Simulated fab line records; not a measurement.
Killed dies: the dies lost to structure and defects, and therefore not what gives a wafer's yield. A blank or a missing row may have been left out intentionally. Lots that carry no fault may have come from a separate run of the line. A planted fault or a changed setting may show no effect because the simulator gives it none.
Struck lot and sound lot, side by side	flow sfq line	18 steps out of a route of 325
Sound: wafers L819.2, L819.3, L819.5. Struck: wafers L826.1, L826.6. (L826.3 of the same lot was not struck and is left out.) The cause comes at the end.
For every step that has rows: the tool of each side, followed by ch and its chambers, followed by its first start. Under that, the readings that differ: sound wafers	struck wafers	difference of the means	sigmas: that difference in standard deviations of wafers without a fault.
alike: words and numbers the same on both sides, and readings whose means are apart by under 2 such deviations; not compared: readings that were withheld, readings missing a value for some wafer, numbers with overlapping values and no deviation given by the record, and bounds like >300 which may hide the same value.
A row with sigmas, a row that says differs or no value, or rows on one side alone: a step with any of these is where the two part. Non-overlapping numbers with no deviation appear without sigmas and do not part them. A reading missing from all wafers of one side parts the sides only when that side holds two or more wafers.

first, 1 step without rows for these wafers: SFQ_TRILAYER_M3_BARC_OPEN_METAL_ETCH_100 (etches BARC in O2, target depth 125 nm, time 41.7 s).
SFQ_TRILAYER_M3_ETCH_METAL_ETCH_078: etches Nb in Cl2/Ar, stops on SiO2, target depth 240 nm, time 120 s.
  sound on rie metal-04 ch 0,1, day 33 06:32; struck on rie metal-01 ch 0,1, day 36 19:04
reading	sound	struck	difference	sigmas
oes product au (a.u.)	0.909 0.899 0.905	0.892 0.891	-0.013	-2
  alike: drypump motor current A
  not compared: rf hours counter h
SFQ_TRILAYER_M3_STRIP_STRIP_079: strips in O2.
  sound on rie metal-04 ch 0,1, day 33 06:40; struck on rie metal-01 ch 0,1, day 36 19:12
  alike: drypump motor current A, oes product au
  not compared: rf hours counter h
then, 1 step without rows for these wafers: SFQ_TRILAYER_M3_STRIP_SOLV_CLEAN_080 (cleans in NMP, time 600 s).
SFQ_TRILAYER_I3_DEP_PECVD_081: deposits SiO2 from SiH4/N2O, time 111.11 s, target thk 500 nm.
  sound on pecvd-01 ch 1,2, day 33 07:26; struck on pecvd-04 ch 1,2, day 36 19:58
  alike: heater power w, throttle valve pct
  not compared: since wet clean h
SFQ_TRILAYER_I3_CMP_CMP_082: polishes SiO2.
  sound on cmp-01 ch 2,3, day 33 13:40; struck on cmp-02 ch 0,2, day 37 06:47
  alike: head pressure psi, motor current A, retaining ring pressure frac, time to endpoint s
SFQ_I3_BOW_MEAS_922:
  sound on film metro-02, day 33 16:11; struck on film metro-01, day 37 08:17
  alike: I3_BOW
then, 5 steps without rows for these wafers: SFQ_TRILAYER_I3_METRO_MEASURE_083; SFQ_TRILAYER_I3_VIA_LITHO_COAT_090 (resist thk 62 nm); SFQ_TRILAYER_I3_VIA_LITHO_COAT_085 (resist thk 650 nm); SFQ_TRILAYER_I3_VIA_LITHO_SOFTBAKE_089; SFQ_TRILAYER_I3_VIA_LITHO_EXPOSE_086 (exposes mask I3, target cd 500 nm).
-- the record jumps here: 5 days lie between the struck wafers' starts before and after --
SFQ_TRILAYER_I3_VIA_LITHO_PEB_088: peb time 60 s.
  sound on litho track-01 ch 0, day 39 11:16; struck on litho track-01 ch 0, day 42 06:53
then, 1 step without rows for these wafers: SFQ_TRILAYER_I3_VIA_LITHO_DEVELOP_087 (time 60 s).
SFQ_I3_OVL_MEAS_923:
  sound on overlay-01, day 39 11:33; struck on overlay-01, day 42 07:11
  alike: I3_OVL
SFQ_TRILAYER_I3_VIA_BARC_OPEN_VIA_ETCH_121: etches BARC in O2, target depth 125 nm, time 41.7 s.
  sound on rie diel-01 ch 0,3, day 39 11:35; struck on rie diel-02 ch 0,3, day 42 07:13
reading	sound	struck	difference	sigmas
model.I3.cd nm (nm)	501.2 500.7 502.1	513.5 513.6	+12.2	
  alike: drypump motor current A, oes product au
  not compared: rf hours counter h
SFQ_TRILAYER_I3_VIA_ETCH_VIA_ETCH_088: etches SiO2 in CHF3, stops on Nb, target depth 260 nm.
  sound on rie diel-01 ch 0,3, day 39 11:37; struck on rie diel-02 ch 0,3, day 42 07:16
reading	sound	struck	difference	sigmas
model.I3.cd nm (nm)	501.5 499.9 502.5	512.4 514	+11.9	
  alike: drypump motor current A, oes product au
SFQ_TRILAYER_I3_VIA_STRIP_STRIP_089: strips in O2.
  sound on rie metal-03 ch 0,1, day 39 11:44; struck on rie metal-03 ch 0,1, day 42 07:22
  alike: drypump motor current A, oes product au
  not compared: rf hours counter h

WHERE THEY PART
Only at SFQ_TRILAYER_M3_ETCH_METAL_ETCH_078, as far as this record shows. Later steps at which nothing parts them and some readings are alike: SFQ_TRILAYER_M3_STRIP_STRIP_079, SFQ_TRILAYER_I3_DEP_PECVD_081, SFQ_TRILAYER_I3_CMP_CMP_082, SFQ_I3_BOW_MEAS_922, SFQ_I3_OVL_MEAS_923, SFQ_TRILAYER_I3_VIA_BARC_OPEN_VIA_ETCH_121, SFQ_TRILAYER_I3_VIA_ETCH_VIA_ETCH_088, SFQ_TRILAYER_I3_VIA_STRIP_STRIP_089.

WHY: the cause the simulator had injected
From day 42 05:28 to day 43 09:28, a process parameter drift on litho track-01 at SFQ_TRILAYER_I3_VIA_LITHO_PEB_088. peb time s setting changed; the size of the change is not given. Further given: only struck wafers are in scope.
